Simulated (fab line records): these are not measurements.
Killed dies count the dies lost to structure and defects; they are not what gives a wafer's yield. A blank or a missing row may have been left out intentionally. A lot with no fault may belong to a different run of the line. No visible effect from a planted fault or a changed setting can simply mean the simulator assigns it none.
Matching of chambers / flow sky130 / 4 sister chambers for SKY_LI_CONTACT_ETCH_15 on rie-diel-01
The step etches PSG in C4F8/O2/Ar, stops on Si, target depth 600 nm. 14 wafers are shown with their chamber, then 7 later ones without.

## WAFERS PAIRED WITH THEIR CHAMBERS
wafer=L430.1; chamber=3; oes-product-au (a.u.)=0.828
wafer=L430.4; chamber=0; oes-product-au (a.u.)=0.832
wafer=L430.5; chamber=3; oes-product-au (a.u.)=0.831
wafer=L432.1; chamber=3; oes-product-au (a.u.)=0.835
wafer=L432.5; chamber=3; oes-product-au (a.u.)=0.840
wafer=L432.6; chamber=0; oes-product-au (a.u.)=0.835
wafer=L434.1; chamber=3; oes-product-au (a.u.)=0.835
wafer=L434.2; chamber=1; oes-product-au (a.u.)=0.838
wafer=L434.6; chamber=3; oes-product-au (a.u.)=0.836
wafer=L441.2; chamber=3; oes-product-au (a.u.)=0.836
wafer=L441.3; chamber=1; oes-product-au (a.u.)=0.837
wafer=L441.4; chamber=1; oes-product-au (a.u.)=0.832
wafer=L443.1; chamber=1; oes-product-au (a.u.)=0.841
wafer=L443.4; chamber=2; oes-product-au (a.u.)=0.835

SIGNATURES (averages over the wafers above)
reading=oes-product-au; chamber 0=0.83350; chamber 1=0.83700; chamber 2=0.83500; chamber 3=0.83443; scatter within a chamber=0.00369
Rule: distance of a wafer from a chamber = root of the sum over the readings of ((wafer's reading minus chamber's mean) / reading's scatter) squared. The wafer belongs to the nearest chamber; if the next one is less than 2 further off, it can't be placed. The scatter: the root of (the sum of the squares of (reading less its chamber's mean) over the shown wafers, divided by (wafers less chambers)).

## WAFERS WITH NO CHAMBER GIVEN
wafer=L443.6; oes-product-au (a.u.)=0.842
wafer=L449.2; oes-product-au (a.u.)=0.838
wafer=L449.4; oes-product-au (a.u.)=0.842
wafer=L449.6; oes-product-au (a.u.)=0.841
wafer=L451.4; oes-product-au (a.u.)=0.841
wafer=L451.5; oes-product-au (a.u.)=0.839
wafer=L451.6; oes-product-au (a.u.)=0.836

## WHICH CHAMBER EACH ONE RAN IN
wafer=L443.6; from the rows above=can't be placed: 1 or 2 or 3 or 0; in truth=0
wafer=L449.2; from the rows above=can't be placed: 1 or 2 or 3 or 0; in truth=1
wafer=L449.4; from the rows above=can't be placed: 1 or 2 or 3 or 0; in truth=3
wafer=L449.6; from the rows above=can't be placed: 1 or 2 or 3 or 0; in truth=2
wafer=L451.4; from the rows above=can't be placed: 1 or 2 or 3 or 0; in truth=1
wafer=L451.5; from the rows above=can't be placed: 1 or 2 or 3 or 0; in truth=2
wafer=L451.6; from the rows above=can't be placed: 1 or 2 or 3 or 0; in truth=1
Placed correctly: 0 of 7. From these rows, 7 cannot be placed; in 7 the true chamber is one of the candidates. Number placed wrongly: 0.
